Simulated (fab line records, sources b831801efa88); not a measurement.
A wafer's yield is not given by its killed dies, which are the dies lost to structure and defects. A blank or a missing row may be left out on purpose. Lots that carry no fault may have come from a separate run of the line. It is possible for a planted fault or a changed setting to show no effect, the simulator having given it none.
Check of tool commonality || flow sky130 || 13 lots, 39 wafers sampled

WHAT PROMPTED THE OPENING
At SKY_SD_N_CD_MEAS_07 the reading cd_nm is flagged on 2 of 13 lots. No-fault wafers: 381.3 nm, standard deviation 2.1.
Rule: a lot is flagged in two cases, either no wafer of it has a number, or all its wafers with numbers fall more than 4 standard deviations from that mean. The other lots count as sound.

{"lot": "L633", "measured": "day 27 19:53", "on": "cd_sem-01", "cd_nm (nm), wafer by wafer": "381.2 379.6 380.1", "flag": ""}
{"lot": "L636", "measured": "day 28 19:29", "on": "cd_sem-02", "cd_nm (nm), wafer by wafer": "378.5 378.7 379.5", "flag": ""}
{"lot": "L641", "measured": "day 30 23:28", "on": "cd_sem-02", "cd_nm (nm), wafer by wafer": "391.7 391.4 391.7", "flag": "FLAGGED"}
{"lot": "L643", "measured": "day 31 03:34", "on": "cd_sem-02", "cd_nm (nm), wafer by wafer": "393.9 394.1 395.2", "flag": "FLAGGED"}
{"lot": "L646", "measured": "day 32 11:26", "on": "cd_sem-01", "cd_nm (nm), wafer by wafer": "379.7 379.5 380.0", "flag": ""}
{"lot": "L647", "measured": "day 32 13:17", "on": "cd_sem-01", "cd_nm (nm), wafer by wafer": "380.4 383.1 382.6", "flag": ""}
{"lot": "L649", "measured": "day 33 05:43", "on": "cd_sem-02", "cd_nm (nm), wafer by wafer": "380.6 379.6 382.0", "flag": ""}
{"lot": "L650", "measured": "day 33 12:56", "on": "cd_sem-02", "cd_nm (nm), wafer by wafer": "382.3 384.4 381.6", "flag": ""}
{"lot": "L651", "measured": "day 34 00:17", "on": "cd_sem-02", "cd_nm (nm), wafer by wafer": "381.3 381.4 381.5", "flag": ""}
{"lot": "L653", "measured": "day 34 12:17", "on": "cd_sem-01", "cd_nm (nm), wafer by wafer": "383.2 380.8 381.3", "flag": ""}
{"lot": "L654", "measured": "day 35 09:16", "on": "cd_sem-01", "cd_nm (nm), wafer by wafer": "380.7 378.7 380.7", "flag": ""}
{"lot": "L655", "measured": "day 35 09:37", "on": "cd_sem-01", "cd_nm (nm), wafer by wafer": "378.7 381.8 381.4", "flag": ""}
{"lot": "L656", "measured": "day 35 10:37", "on": "cd_sem-01", "cd_nm (nm), wafer by wafer": "376.9 379.2 380.5", "flag": ""}
Average over the flagged lots: 393.0 nm; offset from the usual +11.7 nm, equal to +6 standard deviations.

TOOL THAT RAN EACH LOT
The record holds 1 process step before the reading, out of a route of 708 steps. Each cell gives the tool, then ch followed by the chambers the sampled wafers passed through, then the start.
{"lot": "L633", "flag": "", "SKY_SD_N_DEVELOP_06": "litho_track-03 ch 0, day 27 19:44"}
{"lot": "L636", "flag": "", "SKY_SD_N_DEVELOP_06": "litho_track-02 ch 0, day 28 19:20"}
{"lot": "L641", "flag": "FLAGGED", "SKY_SD_N_DEVELOP_06": "litho_track-02 ch 0, day 30 23:19"}
{"lot": "L643", "flag": "FLAGGED", "SKY_SD_N_DEVELOP_06": "litho_track-02 ch 0, day 31 03:25"}
{"lot": "L646", "flag": "", "SKY_SD_N_DEVELOP_06": "litho_track-03 ch 0, day 32 11:17"}
{"lot": "L647", "flag": "", "SKY_SD_N_DEVELOP_06": "litho_track-01 ch 0, day 32 13:08"}
{"lot": "L649", "flag": "", "SKY_SD_N_DEVELOP_06": "litho_track-01 ch 0, day 33 05:34"}
{"lot": "L650", "flag": "", "SKY_SD_N_DEVELOP_06": "litho_track-03 ch 0, day 33 12:47"}
{"lot": "L651", "flag": "", "SKY_SD_N_DEVELOP_06": "litho_track-03 ch 0, day 34 00:09"}
{"lot": "L653", "flag": "", "SKY_SD_N_DEVELOP_06": "litho_track-01 ch 0, day 34 12:08"}
{"lot": "L654", "flag": "", "SKY_SD_N_DEVELOP_06": "litho_track-01 ch 0, day 35 09:07"}
{"lot": "L655", "flag": "", "SKY_SD_N_DEVELOP_06": "litho_track-02 ch 0, day 35 09:28"}
{"lot": "L656", "flag": "", "SKY_SD_N_DEVELOP_06": "litho_track-03 ch 0, day 35 10:29"}
These steps, and what they do:
- SKY_SD_N_DEVELOP_06: develop time 60 s.
- SKY_SD_N_CD_MEAS_07: target cd 380 nm.

FLAGGED AGAINST TOTAL, ONE TOOL AT A TIME (gauges that did the reading follow at the end)
{"step": "SKY_SD_N_DEVELOP_06", "tool": "litho_track-01", "lots run": 4, "flagged": 0, "share of the flagged lots": "none", "sound lots run after its first flagged lot": "-"}
{"step": "SKY_SD_N_DEVELOP_06", "tool": "litho_track-02", "lots run": 4, "flagged": 2, "share of the flagged lots": "all", "sound lots run after its first flagged lot": "1 (L655)"}
{"step": "SKY_SD_N_DEVELOP_06", "tool": "litho_track-03", "lots run": 5, "flagged": 0, "share of the flagged lots": "none", "sound lots run after its first flagged lot": "-"}
{"step": "SKY_SD_N_CD_MEAS_07", "tool": "cd_sem-01", "lots run": 7, "flagged": 0, "share of the flagged lots": "none", "sound lots run after its first flagged lot": "-"}
{"step": "SKY_SD_N_CD_MEAS_07", "tool": "cd_sem-02", "lots run": 6, "flagged": 2, "share of the flagged lots": "all", "sound lots run after its first flagged lot": "3 (L649,L650,L651)"}

THE TABLE: WHAT IT ALLOWS
2 rows of the table ran every flagged lot: litho_track-02 at SKY_SD_N_DEVELOP_06, cd_sem-02 at SKY_SD_N_CD_MEAS_07.
- litho_track-02 at SKY_SD_N_DEVELOP_06: 2 of its 4 lots flagged. Lots that were sound ran on it after the first flagged one (L655); a persistent fault on the entire tool would not allow that.
- cd_sem-02 at SKY_SD_N_CD_MEAS_07: 2 of its 6 lots flagged. Lots that were sound ran on it after the first flagged one (L649, L650, L651); a persistent fault on the entire tool would not allow that.
Every row of the table either missed a flagged lot or ran a sound lot after the first.

WHAT HAD BEEN PUT IN BY THE SIMULATOR
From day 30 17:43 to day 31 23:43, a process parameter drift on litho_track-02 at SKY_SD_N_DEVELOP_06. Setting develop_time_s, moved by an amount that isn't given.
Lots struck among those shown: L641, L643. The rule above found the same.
